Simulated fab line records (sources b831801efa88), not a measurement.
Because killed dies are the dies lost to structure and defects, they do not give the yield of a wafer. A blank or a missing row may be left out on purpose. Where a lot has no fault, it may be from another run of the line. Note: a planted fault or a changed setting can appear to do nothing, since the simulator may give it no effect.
fab line records    flow sky130
record lots=11  wafers=33  last_day=50
route steps=708 shown GATE_OXIDE@201 POLY_GATE@228 PAD_OPEN@708
lots that met no fault: from a run of the same line without faults
start_h: hours from the record's first day to the start of the lot's first wafer shown    wait_h: time in hours since the lot's previous step    " unchanged from the row above    L1.1+2: a single row standing in for several wafers    - either no value or no given start    * or withheld: withheld    < > ~ a bound
route shown NAME@n: names a module that has steps shown in the file, with the first one's number in the route    usual: the fault-free wafers' mean and standard deviation    same: alike in all rows    chamber/n: place in a boat    sites: the reading at each site    _std_site: the standard deviation of these    _edge_site: mean of outer sites minus mean of inner sites    radius_mm: for every site, how far away it sits from the centre of the wafer    mask NAME#n: copy n    behind: tool/chamber where the wafer was last shaped    hold: why the lot went on hold/how many hours it stayed there/how the hold came to an end    device: names the non-switching transistor (n, p or np)    end of line: the tests these same wafers got at the end of their route    a step without rows: its recipe alone    killed: the dies lost at the first sort to structure and to defects; this is not the yield of the wafer    map: a wafer's dies, marking killed ones x, the rest . and places with no die _
set.NAME: the setting the step ran with; set.NAME@STEP: the setting that earlier step ran with    model.NAME: the simulator's own value behind a step, which no gauge read
the route's steps for a sample of lots (tables are steps, rows are wafers)
services: from which hour (start_h, from the record's first day; less than 0 if before it) a tool's chamber was out of use, for how many hours, and why
## steps
# step SKY_GATE_OXIDE_TW_MEAS_14
# usual GATE_OXIDE_TW=225.4/1.1
lot.wafer  tool           chamber  start_h  wait_h  GATE_OXIDE_TW
L787.1     film_metro-02  -        294.28   0.1     224.4
L787.4     "              -        "        "       224.5
L787.6     "              -        "        "       223.8
L791.2     film_metro-02  -        336.31   0.1     226.2
L791.5     "              -        "        "       226.8
L791.6     "              -        "        "       224.4
L794.2     film_metro-02  -        369.32   0.1     225.8
L794.4     "              -        "        "       225.6
L794.5     "              -        "        "       225.8
L800.2     film_metro-01  -        416.62   0.1     225.3
L800.5     "              -        "        "       225.2
L800.6     "              -        "        "       225.9
L801.1     film_metro-02  -        423.30   0.1     226.3
L801.3     "              -        "        "       226.1
L801.5     "              -        "        "       224.3
L804.1     film_metro-02  -        462.28   0.1     225.2
L804.2     "              -        "        "       224.1
L804.4     "              -        "        "       224.4
L805.1     film_metro-04  -        464.20   0.1     224.3
L805.3     "              -        "        "       224.0
L805.5     "              -        "        "       223.9
L806.3     film_metro-01  -        469.22   0.1     227.2
L806.4     "              -        "        "       227.5
L806.6     "              -        "        "       227.1
L808.1     film_metro-02  -        503.66   0.1     225.9
L808.2     "              -        "        "       227.1
L808.4     "              -        "        "       226.8
L810.2     film_metro-04  -        507.43   0.1     224.7
L810.3     "              -        "        "       223.7
L810.6     "              -        "        "       223.5
L809.1     film_metro-02  -        509.65   0.1     227.0
L809.2     "              -        "        "       227.4
L809.3     "              -        "        "       225.6
# step SKY_POLY_GATE_OVL_MEAS_14
# usual POLY_GATE_OVL=4/5.3
lot.wafer  tool        chamber  start_h  wait_h  POLY_GATE_OVL[nm]
L787.1     overlay-02  -        354.03   0.1     -6
L787.4     "           -        "        "       0
L787.6     "           -        "        "       -1
L791.2     overlay-02  -        425.35   0.1     11
L791.5     "           -        "        "       11
L791.6     "           -        "        "       8
L794.2     overlay-01  -        432.81   0.1     10
L794.4     "           -        "        "       8
L794.5     "           -        "        "       7
L800.2     overlay-01  -        482.19   0.1     2
L800.5     "           -        "        "       6
L800.6     "           -        "        "       6
L801.1     overlay-01  -        487.88   0.1     -1
L801.3     "           -        "        "       -1
L801.5     "           -        "        "       2
L804.1     overlay-02  -        528.69   0.1     7
L804.2     "           -        "        "       11
L804.4     "           -        "        "       5
L805.1     overlay-02  -        533.59   0.1     6
L805.3     "           -        "        "       8
L805.5     "           -        "        "       6
L806.3     overlay-02  -        538.72   0.1     1
L806.4     "           -        "        "       3
L806.6     "           -        "        "       2
L808.1     overlay-01  -        569.06   0.1     4
L808.2     "           -        "        "       1
L808.4     "           -        "        "       -4
L810.2     overlay-02  -        572.60   0.1     -3
L810.3     "           -        "        "       -2
L810.6     "           -        "        "       3
L809.1     overlay-02  -        577.39   0.1     8
L809.2     "           -        "        "       11
L809.3     "           -        "        "       12
# step SKY_POLY_GATE_ETCH_15
# recipe chemistry=N2/H2  target=BARC  ion_energy_ev=200  source_w=500  bias_w=100  pressure_mtorr=30  n2_flow_sccm=100  h2_flow_sccm=200  stop_on=SiO2  time_s=118.5  target_depth_a=1100
# usual chamber_pressure_mTorr=30.001/0.025  drypump_motor_current_A=5.5/0.53  oes_product_au=0.716/0.0046  run_length_s=146.7/0.37  throttle_valve_pct=13.213/0.0087
lot.wafer  tool         chamber  start_h  wait_h  chamber_pressure_mTorr  drypump_motor_current_A  oes_product_au  rf_hours_counter_h  run_length_s  throttle_valve_pct
L787.1     rie_diel-01  0        354.07   0.0     30.003                  4.8                      0.717           9                   146.9         13.206
L787.4     "            3        "        "       29.996                  6.0                      0.711           22                  146.0         13.211
L787.6     "            3        "        "       29.966                  6.0                      0.717           -                   145.9         13.214
L791.2     rie_diel-03  0        425.38   0.0     30.008                  5.6                      0.718           41                  146.6         13.209
L791.5     "            1        "        "       30.015                  6.0                      0.724           -                   146.9         13.226
L791.6     "            0        "        "       29.987                  5.6                      0.723           -                   146.8         13.220
L794.2     rie_diel-01  1        432.84   0.0     29.946                  6.0                      0.713           84                  147.1         13.219
L794.4     "            2        "        "       29.999                  5.0                      0.723           12                  147.0         13.213
L794.5     "            1        "        "       29.979                  6.0                      0.719           -                   147.3         13.208
L800.2     rie_diel-01  0        482.22   0.0     29.968                  4.8                      0.725           12                  146.3         13.218
L800.5     "            2        "        "       29.990                  5.0                      0.722           -                   147.6         13.219
L800.6     "            3        "        "       30.032                  6.0                      0.715           -                   145.7         13.207
L801.1     rie_diel-01  2        487.92   0.0     29.992                  5.0                      0.712           13                  146.7         13.213
L801.3     "            0        "        "       30.009                  4.8                      0.714           12                  146.4         13.228
L801.5     "            0        "        "       30.004                  4.8                      0.712           -                   146.7         13.216
L804.1     rie_diel-04  1        528.73   0.0     30.008                  6.0                      0.714           14                  146.3         13.211
L804.2     "            3        "        "       29.959                  5.2                      0.718           0                   147.2         13.217
L804.4     "            2        "        "       29.999                  5.2                      0.720           1                   146.8         13.197
L805.1     rie_diel-04  1        533.63   0.0     30.005                  6.0                      0.720           14                  146.4         13.210
L805.3     "            0        "        "       29.977                  5.0                      0.712           36                  146.5         13.212
L805.5     "            2        "        "       30.006                  5.2                      0.716           -                   146.8         13.209
L806.3     rie_diel-04  3        538.74   0.0     29.997                  5.2                      0.715           1                   146.5         13.211
L806.4     "            0        "        "       30.002                  5.0                      0.718           36                  146.7         13.230
L806.6     "            3        "        "       30.006                  5.1                      0.727           -                   147.4         13.213
L808.1     rie_diel-04  3        569.09   0.0     30.003                  5.1                      0.717           1                   146.7         13.213
L808.2     "            0        "        "       29.979                  5.0                      0.715           37                  146.6         13.215
L808.4     "            2        "        "       30.030                  5.2                      0.714           3                   146.7         13.210
L810.2     rie_diel-04  1        572.63   0.0     29.974                  6.0                      0.708           15                  147.1         13.224
L810.3     "            0        "        "       30.041                  5.0                      0.718           37                  146.6         13.214
L810.6     "            3        "        "       30.007                  5.1                      0.711           -                   146.7         13.216
L809.1     rie_diel-04  3        577.43   0.0     29.998                  5.1                      0.714           2                   146.7         13.213
L809.2     "            0        "        "       30.000                  5.0                      0.713           37                  146.4         13.203
L809.3     "            1        "        "       30.026                  6.0                      0.718           15                  146.5         13.213
# step SKY_POLY_GATE_ETCH_16
# recipe stop_on=poly-Si  chemistry=CH3F/O2  target=Si3N4  source_w=400  bias_w=80  pressure_mtorr=25  ch3f_flow_sccm=40  O2_flow_sccm=30  time_s=147.5  target_depth_a=750
# usual ch3f_flow_sccm=40.02/0.11  chamber_pressure_mTorr=25.002/0.023  drypump_motor_current_A=5.5/0.52  oes_product_au=0.640/0.0051  run_length_s=175.7/0.37  throttle_valve_pct=10.535/0.0092
lot.wafer  tool         chamber  start_h  wait_h  ch3f_flow_sccm  chamber_pressure_mTorr  drypump_motor_current_A  oes_product_au  rf_hours_counter_h  run_length_s  throttle_valve_pct
L787.1     rie_diel-01  0        354.15   0.0     40.04           25.022                  4.8                      0.632           10                  175.9         10.539
L787.4     "            3        "        "       40.01           25.018                  6.0                      0.637           22                  175.3         10.526
L787.6     "            3        "        "       40.14           24.992                  6.0                      0.640           -                   175.0         10.532
L791.2     rie_diel-03  0        425.46   0.0     39.99           25.047                  5.6                      0.646           41                  175.4         10.540
L791.5     "            1        "        "       40.09           24.994                  6.0                      0.646           -                   176.0         10.538
L791.6     "            0        "        "       40.01           24.986                  5.6                      0.644           -                   175.4         10.525
L794.2     rie_diel-01  1        432.92   0.0     39.98           24.973                  6.1                      0.643           84                  176.3         10.535
L794.4     "            2        "        "       40.12           25.038                  5.0                      0.633           12                  176.4         10.520
L794.5     "            1        "        "       39.90           24.983                  6.1                      0.634           -                   176.7         10.525
L800.2     rie_diel-01  0        482.30   0.0     39.93           25.036                  4.8                      0.602           12                  200.5         10.533
L800.5     "            2        "        "       40.13           25.023                  5.0                      0.602           -                   201.3         10.520
L800.6     "            3        "        "       40.05           24.973                  6.0                      0.606           -                   200.1         10.539
L801.1     rie_diel-01  2        488.00   0.0     39.95           24.975                  5.0                      0.598           13                  201.2         10.516
L801.3     "            0        "        "       40.07           24.997                  4.8                      0.597           12                  200.6         10.520
L801.5     "            0        "        "       39.97           25.013                  4.8                      0.599           -                   200.6         10.537
L804.1     rie_diel-04  3        528.81   0.0     40.24           24.981                  5.1                      0.645           0                   175.6         10.528
L804.2     "            0        "        "       40.12           25.015                  5.0                      0.639           36                  175.4         10.527
L804.4     "            2        "        "       40.12           25.000                  5.2                      0.652           2                   175.8         10.538
L805.1     rie_diel-04  1        533.71   0.0     40.30           24.988                  6.0                      0.641           14                  175.4         10.527
L805.3     "            0        "        "       39.90           24.995                  5.0                      0.641           36                  175.9         10.549
L805.5     "            2        "        "       40.10           24.991                  5.2                      0.643           -                   175.8         10.532
L806.3     rie_diel-04  3        538.82   0.0     39.82           24.976                  5.1                      0.642           1                   175.8         10.539
L806.4     "            0        "        "       39.91           24.987                  5.0                      0.630           36                  175.5         10.532
L806.6     "            3        "        "       39.84           25.013                  5.1                      0.631           -                   175.9         10.548
L808.1     rie_diel-04  3        569.17   0.0     40.05           25.009                  5.1                      0.642           2                   175.7         10.546
L808.2     "            0        "        "       39.80           24.986                  5.0                      0.641           37                  175.7         10.538
L808.4     "            2        "        "       40.18           25.012                  5.2                      0.640           3                   175.7         10.548
L810.2     rie_diel-04  1        572.71   0.0     40.12           24.982                  6.0                      0.643           15                  175.5         10.522
L810.3     "            0        "        "       40.01           25.036                  5.0                      0.652           37                  176.0         10.538
L810.6     "            3        "        "       40.07           25.036                  5.1                      0.640           -                   176.1         10.533
L809.1     rie_diel-04  3        577.51   0.0     40.18           25.003                  5.1                      0.637           2                   175.7         10.535
L809.2     "            0        "        "       40.03           25.000                  5.0                      0.633           37                  175.6         10.543
L809.3     "            1        "        "       39.93           25.028                  6.0                      0.641           16                  175.4         10.526
# step SKY_POLY_GATE_STRIP_18
# recipe chemistry=O2/N2  power_w=1400  pressure_mtorr=1500  platen_temp_c=withheld  o2_flow_sccm=3000  n2_flow_sccm=300  overash_fraction=0.5
# usual chamber_pressure_mTorr=1500.1/1.3  drypump_motor_current_A=5.4/0.34  oes_product_au=0.361/0.0049  strip_time_to_endpoint_s=3.170/0.024
lot.wafer  tool             chamber  start_h  wait_h  chamber_pressure_mTorr  drypump_motor_current_A  oes_product_au  rf_hours_counter_h  strip_time_to_endpoint_s
L787.1     plasma_asher-03  0        354.30   0.0     1499.6                  5.5                      0.364           53                  3.182
L787.4     "                1        "        "       1500.6                  5.8                      0.362           -                   3.181
L787.6     "                0        "        "       1501.4                  5.5                      0.371           -                   3.212
L791.2     plasma_asher-03  0        425.62   0.0     1498.2                  5.5                      0.360           60                  3.153
L791.5     "                1        "        "       1499.3                  5.8                      0.366           -                   3.199
L791.6     "                0        "        "       1497.9                  5.5                      0.361           -                   3.184
L794.2     plasma_asher-01  1        433.08   0.0     1501.0                  5.3                      0.358           0                   3.194
L794.4     "                1        "        "       1498.4                  5.3                      0.366           -                   3.122
L794.5     "                1        "        "       1500.2                  5.3                      0.358           -                   3.176
L800.2     plasma_asher-03  1        482.45   0.0     1501.3                  5.7                      0.359           64                  2.957
L800.5     "                1        "        "       1499.5                  5.8                      0.353           -                   2.942
L800.6     "                0        "        "       1497.6                  5.5                      0.350           -                   2.959
L801.1     plasma_asher-02  0        488.15   0.0     1497.7                  5.0                      0.353           37                  2.999
L801.3     "                0        "        "       1503.2                  5.0                      0.356           -                   2.979
L801.5     "                1        "        "       1501.7                  5.6                      0.347           -                   2.991
L804.1     plasma_asher-01  0        528.97   0.0     1501.1                  4.8                      0.367           10                  3.214
L804.2     "                1        "        "       1500.3                  5.3                      0.373           10                  3.159
L804.4     "                0        "        "       1498.2                  4.8                      0.360           -                   3.176
L805.1     plasma_asher-02  0        533.87   0.0     1500.7                  5.0                      0.359           42                  3.183
L805.3     "                0        "        "       1500.4                  5.0                      0.360           -                   3.141
L805.5     "                1        "        "       1500.4                  5.6                      0.353           -                   3.138
L806.3     plasma_asher-01  0        539.01   0.1     1503.5                  4.8                      0.361           -                   3.138
L806.4     "                1        "        "       1501.2                  5.3                      0.363           -                   3.183
L806.6     "                1        "        "       1503.7                  5.3                      0.364           -                   3.148
L808.1     plasma_asher-01  0        569.33   0.0     1500.9                  4.8                      0.367           14                  3.179
L808.2     "                1        "        "       1499.5                  5.3                      0.362           14                  3.138
L808.4     "                1        "        "       1500.1                  5.3                      0.354           -                   3.159
L810.2     plasma_asher-03  1        572.87   0.0     1500.6                  5.8                      0.358           73                  3.198
L810.3     "                1        "        "       1499.7                  5.7                      0.367           -                   3.149
L810.6     "                1        "        "       1500.1                  5.7                      0.353           -                   3.151
L809.1     plasma_asher-03  1        577.67   0.0     1501.5                  5.7                      0.370           73                  3.176
L809.2     "                0        "        "       1501.0                  5.5                      0.364           73                  3.152
L809.3     "                0        "        "       1499.8                  5.5                      0.364           -                   3.174
# step SKY_PAD_OPEN_PROBE_99
# usual killed_at_M0_to_M3=44/7  killed_at_M4_up=3.0/1.9  killed_at_contacts=24/5.4  killed_at_front_end=15/4.6  killed_at_other=0.3/0.5  killed_dies=87/10  killed_open=47/7  killed_short=40/6.2
# same gross_dies=492  killed_at_back_side=0
lot.wafer  tool       chamber  start_h  wait_h  killed_at_M0_to_M3  killed_at_M4_up  killed_at_contacts  killed_at_front_end  killed_at_other  killed_dies  killed_open  killed_short
L801.1     prober-02  -        1151.81  0.1     36                  1                12                  17                   1                67           35           32
L801.3     prober-02  -        1151.91  0.2     61                  4                21                  15                   1                102          52           50
L801.5     prober-02  -        1152.01  0.2     45                  6                28                  22                   0                101          57           44
# killed by level:class
L801.1 VIA1:geometric_particle:open=11 FIELD_ISO:geometric_particle:open=6 VIA3:geometric_particle:open=5 POLY_GATE:geometric_particle:short=4 LOCAL_INTERCONNECT:geometric_particle:short=4 VIA1:geometric_particle:short=4 METAL2:geometric_particle:short=4 FIELD_ISO:geometric_particle:short=3
L801.3 VIA1:geometric_particle:open=12 VIA3:geometric_particle:open=10 CONTACT:geometric_particle:open=8 METAL2:geometric_particle:short=7 VIA3:geometric_particle:short=6 VIA1:geometric_particle:short=6 METAL1:geometric_particle:open=6 LI_CONTACT:geometric_particle:open=5
L801.5 VIA1:geometric_particle:open=13 LOCAL_INTERCONNECT:geometric_particle:short=9 CONTACT:geometric_particle:open=8 METAL1:geometric_particle:short=8 FIELD_ISO:geometric_particle:short=7 VIA2:geometric_particle:open=6 VIA3:geometric_particle:open=6 LI_CONTACT:geometric_particle:open=5
## services
tool             chamber  start_h  hours  kind
plasma_asher-03  -        346.03   2.8    pm
rie_diel-01      0        356.44   1.8    repair
plasma_asher-03  -        361.68   6.0    repair
rie_diel-03      2        378.16   7.5    repair
rie_diel-04      2        420.27   -      clean
rie_diel-04      2        420.27   16.4   scheduled_down
rie_diel-04      2        420.27   16.4   vent_cycle
plasma_asher-01  -        421.32   9.0    pm
plasma_asher-01  0        421.32   9.0    vent_cycle
plasma_asher-03  -        456.77   14.6   pm
rie_diel-03      1        462.33   10.2   repair
rie_diel-04      3        470.38   -      clean
rie_diel-04      3        470.38   19.6   scheduled_down
rie_diel-04      3        470.38   19.6   vent_cycle
rie_diel-03      3        474.51   3.1    repair
plasma_asher-01  -        496.56   2.8    pm
plasma_asher-01  -        505.16   2.3    repair
rie_diel-04      3        511.64   5.1    repair
rie_diel-01      1        535.60   -      clean
rie_diel-01      1        535.60   19.7   scheduled_down
rie_diel-01      1        535.60   19.7   vent_cycle
rie_diel-03      -        539.30   0.3    repair
plasma_asher-01  -        557.33   1.6    repair
rie_diel-03      -        565.25   14.6   pm
## key
first_sign step=SKY_POLY_GATE_ETCH_16  reading=run_length_s  direction=up  sigmas=67  usual=*  struck=*
effect step=SKY_POLY_GATE_ETCH_16  reading=oes_product_au  direction=down  sigmas=7.8  usual=0.640  struck=0.601
effect step=SKY_POLY_GATE_STRIP_18  reading=strip_time_to_endpoint_s  direction=down  sigmas=8.3  usual=*  struck=*
met_at SKY_POLY_GATE_ETCH_16
struck_lots L800,L801
tester_left_out L800,L801
not_acting_at SKY_GATE_OXIDE_TW_MEAS_14,SKY_POLY_GATE_OVL_MEAS_14,SKY_POLY_GATE_ETCH_15
onset_between 432.92 482.30
fault kind=process_parameter_drift  tool=rie_diel-01  chamber=-  onset_h=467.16  steps=SKY_POLY_GATE_ETCH_16  channel=time_s  offset=*  shape=step  end_h=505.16  acts_in=*  stated=*
# tester_left_out: of these lots the tester's yield and bins aren't shown, on N5 and GAA mostly nor the transistor test; their killed dies are dies lost to structure and defects alone, not to doping, threshold or leakage, so they don't give the yield
